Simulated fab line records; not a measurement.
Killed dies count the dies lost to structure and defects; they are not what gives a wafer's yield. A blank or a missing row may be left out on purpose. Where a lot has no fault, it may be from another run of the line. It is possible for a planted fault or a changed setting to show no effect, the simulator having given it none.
The tool behind it: which one? -- flow sky130 -- at 1 step of a route of 708, 6 lots with 18 wafers sampled

== WHAT EACH GAUGE READ, for each wafer ==
SKY_METAL3_CD_MEAS_13: target cd 300 nm.
lot,measured,on,cd_nm (nm)
L656,day 39 01:40,cd_sem-02,301.3 302.9 300.3
L658,day 39 14:49,cd_sem-02,299.0 299.1 298.9
L660,day 41 09:54,cd_sem-02,300.1 298.8 300.9
L665,day 41 22:04,cd_sem-01,300.0 297.7 301.4
L672,day 43 19:23,cd_sem-02,297.7 298.0 297.9
L674,day 44 10:31,cd_sem-02,302.0 300.9 300.5

== WHICH TOOL RAN EACH LOT (tool, then ch and the chambers of the sampled wafers, then the start) ==
Before these readings, the record contains no process step.

== THE ANSWER, worked out from the rows above alone ==
Rule: the usual values come from the lots themselves. The widest of any qualifying gaps counts: lots, ordered by their means at a reading, are off when they make up no more than a third of the lots, leave a main group of 4 or more, and stand apart from it by 3 or more times the standard deviation of that group's means. A main group whose means are all the same, to the digits that the tables above print for the reading, isn't used. Also off: a lot with no number at a reading for which 4 or more lots have one. Any other lot the step has rows for is counted as sound.
Across all readings shown, no lot is off: no conclusion can be drawn from this.

== WHAT THE SIMULATOR PUT IN ==
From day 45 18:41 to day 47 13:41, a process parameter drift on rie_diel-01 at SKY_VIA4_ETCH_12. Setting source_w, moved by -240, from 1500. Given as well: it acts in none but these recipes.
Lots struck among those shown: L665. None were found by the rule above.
